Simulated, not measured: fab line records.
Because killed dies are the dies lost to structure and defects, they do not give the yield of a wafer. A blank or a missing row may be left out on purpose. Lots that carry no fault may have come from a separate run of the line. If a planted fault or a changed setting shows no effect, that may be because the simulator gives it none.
Problem report in the 8D (eight disciplines) form, filled by code | flow sky130 | the parts of the form that need people (team, actions taken, sign-off) are left out

## 1. THE PROBLEM
Mean of o2_flow_sccm at SKY_SD_N_STRIP_11: 3600 sccm across 3 wafers in 2 lots; on wafers with no fault it is 3000 sccm (standard deviation 8.3). Relative to the usual mean, that is a shift of +72 standard deviations.
The step: strips in O2/N2.
The first sign was on wafer L705.1 at day 34 02:16, on plasma_asher-02. At this step, 36 wafers from 12 lots have a number in the record. The rule behind "out" and "out of limits": a value lying over 4 standard deviations away from the usual mean. Any other wafer with a number is counted as sound.

## 2. WHAT IT IS, AND WHAT IT ISN'T
question                    | is                                     | is not
which readings at this step | o2_flow_sccm, strip_time_to_endpoint_s | drypump_motor_current_A, oes_product_au
which lots                  | L705, L707                             | L690, L694, L696, L699, L700, L706, L710, L711, L712, L713
which wafers of those lots  | L705.1, L705.3, L707.2                 | L705.2, L707.3, L707.6
read on which tools         | plasma_asher-02                        | plasma_asher-03, plasma_asher-04
when                        | from day 34 02:16                      | up to then (16 sound wafers); but 17 sound wafers of L706, L707, L710, L711, L712, L713 came after

## 3. SUSPECTS, AND WHAT RULES EACH OUT
Counting: if a tool at a process step up to the reading ran every lot that is out, it stays a suspect. Sound lots after the first of them don't rule it out here, since some wafers of a struck lot are sound.
- plasma_asher-03 at SKY_POLY_CUT_STRIP_12 (strips in O2/N2): kept. It ran every lot that is out, first L705 (day 30 12:33); its last sound lot up to then is L699 (day 28 08:48).
- plasma_asher-02 at SKY_SD_N_STRIP_11 (strips in O2/N2): kept. It ran every lot that is out, first L705 (day 34 02:16); its last sound lot up to then is L700 (day 32 05:45). Its own readings are out on those wafers: o2_flow_sccm, strip_time_to_endpoint_s.
- Within plasma_asher-02 at SKY_SD_N_STRIP_11, the wafers that are out were processed in chamber 0 and their sound lot-mates in chamber 1.
Remaining after the count are plasma_asher-03 at SKY_POLY_CUT_STRIP_12 and plasma_asher-02 at SKY_SD_N_STRIP_11.

## 4. THE CAUSE (what the simulator had put in)
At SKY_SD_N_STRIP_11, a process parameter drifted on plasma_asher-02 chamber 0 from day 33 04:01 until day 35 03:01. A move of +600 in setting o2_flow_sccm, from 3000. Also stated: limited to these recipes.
Counting left 2 suspects, and this tool is among them.

## 5. THE EFFECT CHAIN, in route order
Rows list readings where the struck wafers' mean (over those with a number) sits beyond 3 standard deviations from the usual. Only readings whose record carries a usual standard deviation are examined. hours: median over the lots of the time between each lot's start at the first step of this table that gives one and its start at this step. sigmas: the change, counted in usual standard deviations.
hours | step              | reading                  | usual     | on struck wafers | change | sigmas
0     | SKY_SD_N_STRIP_11 | o2_flow_sccm             | 3000 sccm | 3600             | +600   | +72
0     | SKY_SD_N_STRIP_11 | strip_time_to_endpoint_s | 22.29 s   | 22.03            | -0.26  | -6.3
It contains these process steps:
- SKY_SD_N_STRIP_11: strips in O2/N2.

## 6. HOW IT WOULD HAVE BEEN CAUGHT EARLIER
The fault began at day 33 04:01; the first out-of-limits reading in this record came at day 34 02:16, 22 hours later.
